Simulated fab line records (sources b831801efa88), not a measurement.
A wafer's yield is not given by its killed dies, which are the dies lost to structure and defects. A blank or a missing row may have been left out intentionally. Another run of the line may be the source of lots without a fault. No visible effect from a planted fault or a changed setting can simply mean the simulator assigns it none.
A lot that was struck, set against a sound lot | flow sky130 | 17 out of 708 route steps
Sound: the wafers L260.2, L260.3, L260.5. Wafers L266.3, L266.5, L266.6 were the ones struck. The cause comes at the end.
At each step with rows: each side's tool, then ch and its chambers, then its first start. Under that, the readings that differ: sound wafers | struck wafers | difference of the means | sigmas: that difference in standard deviations of wafers without a fault.
alike: readings with means less than 2 such deviations apart, plus words and numbers identical on both sides. not compared: withheld readings, readings lacking a value on some wafer, bounds such as >300 that could conceal the same value, and numbers that have no deviation in the record and whose values overlap.
A row with sigmas, a row that says differs or no value, or rows on one side alone: a step with any of these is where the two part. Numbers that don't overlap but have no deviation are shown without sigmas and don't part them. A reading missing from all wafers of one side parts the sides only when that side holds two or more wafers.

first, 2 steps without rows for these wafers: SKY_NWELL_IMPLANT_12; SKY_NWELL_IMPLANT_13.
SKY_NWELL_STRIP_14: strips in O2/N2.
  sound on plasmaAsher-03 ch 0, day 7 10:31; struck on plasmaAsher-02 ch 0,1, day 9 03:57
  alike: chamberPressureMTorr, drypumpMotorCurrentA, oesProductAu, stripTimeToEndpointS
  not compared: rfHoursCounterH
SKY_NWELL_TW_MEAS_15:
  sound on filmMetro-02 at day 7 10:38; struck on filmMetro-01 at day 9 04:02
  alike: NWELL_TW
then, 7 steps without rows for these wafers: SKY_NWELL_DEHYDRATE_16 (time 60 s); SKY_NWELL_HMDS_17 (prime time 60 s); SKY_NWELL_COAT_18 (resist thk 3000 nm); SKY_NWELL_SOFTBAKE_19; SKY_NWELL_EXPOSE_20 (exposes mask NWM COMPLEMENT, target cd 840 nm); SKY_NWELL_PEB_21; SKY_NWELL_DEVELOP_22 (develop time 60 s).
SKY_NWELL_OVL_MEAS_23:
  sound on overlay-02 at day 8 06:53; struck on overlay-02 at day 10 00:11
  alike: NWELL_01_OVL
SKY_NWELL_IMPLANT_24:
  sound on implanter-02 ch 0, day 8 06:57; struck on implanter-02 ch 0, day 10 00:15
reading          | sound                        | struck                           | difference  | sigmas
doseIonsCm2      | 9.204e+12 9.201e+12 9.19e+12 | 5.6197e+13 5.6191e+13 5.6209e+13 | +4.7001e+13 | +99 or more
faradayCurrentUA | 52.6 51.5 52.6               | 318.1 309.5 320.8                | +263.9      | +99 or more
SKY_NWELL_STRIP_25: strips in O2/N2.
  sound on plasmaAsher-03 ch 0,1, day 8 07:04; struck on plasmaAsher-02 ch 0,1, day 10 00:23
  alike: chamberPressureMTorr, drypumpMotorCurrentA, oesProductAu, stripTimeToEndpointS
  not compared: rfHoursCounterH
SKY_NWELL_TW_MEAS_26:
  sound on filmMetro-01 at day 8 07:11; struck on filmMetro-01 at day 10 00:28
reading    | sound       | struck      | difference | sigmas
NWELL_2_TW | 499 498 496 | 870 871 871 | +373       | +76
then, 1 step without rows for these wafers: SKY_NWELL_CLEAN_27 (cleans in SC1/SC2, time 150 s).
-- the record jumps here: 40 days lie between the struck wafers' starts before and after (it left off in module NWELL and takes up again in module PAD_OPEN, whose first step shown is number 708 of the route) --
SKY_PAD_OPEN_PROBE_99:
  sound on prober-01 at day 48 14:49; struck on prober-02 at day 50 06:06
reading                               | sound                         | struck                        | difference | sigmas
killedAtContacts                      | 27 32 30                      | 15 15 20                      | -13        | -3
model.etest.pfet_16v.rOnOhmUm         | 1.508e+04 1.513e+04 1.458e+04 | 7806 7771 7924                | -7096      | 
model.etest.nfet_16v.rOnOhmUm         | 1.442e+04 1.448e+04 1.444e+04 | 1.895e+04 1.892e+04 1.906e+04 | +4.530e+03 | 
model.etest.resIsoPwell.rsOhmSq       | 3002 2948 2650                | 741.8 820.5 833               | -2068.2    | 
model.etest.resPwellUnderGate.rsOhmSq | 2291 2304 2306                | 696.3 700.6 696               | -1602.7    | 
model.etest.resIsoPwell.lineOhmUm     | 1116 1120 1018                | 276.9 295.2 308.2             | -791.2     | 
model.etest.tip_n_5v.rsOhmSq          | 1362 1362 1360                | 1707 1709 1711                | +348       | 
model.etest.resNwell.lineOhmUm        | 1082 1091 1039                | 1303 1360 1396                | +282       | 
model.etest.tipSonos.rsOhmSq          | 2673 2689 2700                | 2769 2711 2810                | +76        | 
  alike: killed_at_M0_to_M3, killed_at_M4_up, killedAtFrontEnd, killedAtOther, killedDies, killedOpen, killedShort

## WHERE THEY PART
Last at SKY_PAD_OPEN_PROBE_99 as far as this record goes, first at SKY_NWELL_IMPLANT_24.

WHY: the cause the simulator had injected
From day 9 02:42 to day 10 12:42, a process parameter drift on implanter-02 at SKY_NWELL_IMPLANT_24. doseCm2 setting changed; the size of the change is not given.
